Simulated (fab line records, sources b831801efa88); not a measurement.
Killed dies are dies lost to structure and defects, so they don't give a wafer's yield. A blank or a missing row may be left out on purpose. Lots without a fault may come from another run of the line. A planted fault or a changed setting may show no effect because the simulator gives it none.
One fault seen from 2 desks | flow sky130 | each desk has only its own numbers; what lay behind them comes last

THE METROLOGY DESK
What the gauges read, lot by lot, whatever tool the lot ran on: means of the sampled wafers that have a number. A lot is out of limits, marked OUT, if its mean lies more than 4 standard deviations from the usual mean; the brackets give that distance.
Columns: A = VIA4_OVL at SKY_VIA4_OVL_MEAS_11, usual -0.2 nm
lot  | first seen here | A
L205 | day 42 15:03    | 1.9
L206 | day 42 21:34    | -1.0
L209 | day 43 20:50    | -1.1
L212 | day 44 21:13    | 0.4
L214 | day 45 05:02    | -1.7
L220 | day 47 20:32    | -2.4
L222 | day 48 05:27    | 0.7
L223 | day 48 06:32    | -0.5
L225 | day 48 15:38    | 0.9
L224 | day 48 19:20    | 2.0
L226 | day 49 02:54    | 1.5
This desk's finding: nothing out of limits on any of the 11 lots.

THE TOOL OWNER'S DESK: rie_metal-02
The tool's own readings at SKY_METAL4_METAL_ETCH_18 (etches the open film in Cl2/BCl3, stops on SiO2, target depth 845 nm, time 183.1 s): means of the sampled wafers that have a number, for each lot that ran on this tool. A lot is out of limits, marked OUT, if its mean lies more than 4 standard deviations from the usual mean; the brackets give that distance.
Columns: A = drypump_motor_current_A at SKY_METAL4_METAL_ETCH_18, usual 6.0 A; B = he_backside_leak_sccm at SKY_METAL4_METAL_ETCH_18, usual 3.28 sccm; C = oes_product_au at SKY_METAL4_METAL_ETCH_18, usual 0.868 a.u.; D = rf_fwd_power_W at SKY_METAL4_METAL_ETCH_18, usual 896.1 W; E = throttle_valve_pct at SKY_METAL4_METAL_ETCH_18, usual 22.265 %
lot  | first seen here | A   | B    | C     | D               | E
L206 | day 41 21:42    | 5.9 | 3.16 | 0.867 | 899.1           | 22.273
L209 | day 42 20:29    | 5.4 | 3.26 | 0.871 | 895.9           | 22.261
L212 | day 43 21:59    | 5.9 | 3.26 | 0.871 | 751.4 (-50) OUT | 22.262
L214 | day 44 06:05    | 5.6 | 3.15 | 0.862 | 748.6 (-51) OUT | 22.261
L220 | day 46 23:35    | 5.9 | 3.11 | 0.869 | 897.5           | 22.261
L222 | day 47 08:53    | 5.9 | 3.16 | 0.867 | 896.9           | 22.260
L223 | day 47 11:02    | 5.6 | 3.07 | 0.866 | 895.8           | 22.265
L224 | day 48 00:26    | 5.8 | 3.12 | 0.865 | 895.4           | 22.256
This desk's finding: out of limits on L212, L214; first on L212, day 43 21:59 (rf_fwd_power_W at SKY_METAL4_METAL_ETCH_18). In limits: L206, L209, L220, L222, L223, L224.

PUT TOGETHER
The tool owner's desk could have raised an alarm at day 43 21:59, on L212, L214.
The metrology desk saw nothing out of limits.
The metrology desk has L212, L214 on record, within its limits.
Of the lots named, all ran SKY_METAL4_METAL_ETCH_18 on rie_metal-02.

WHAT THE SIMULATOR HAD PUT IN
Process parameter drift: rie_metal-02, from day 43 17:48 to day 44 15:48, at SKY_METAL4_METAL_ETCH_18. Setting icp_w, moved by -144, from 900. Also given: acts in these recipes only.
Lots struck among those shown: L212, L214.
Hours from the fault's start to each desk's first reading out of limits: the tool owner's desk, 4.
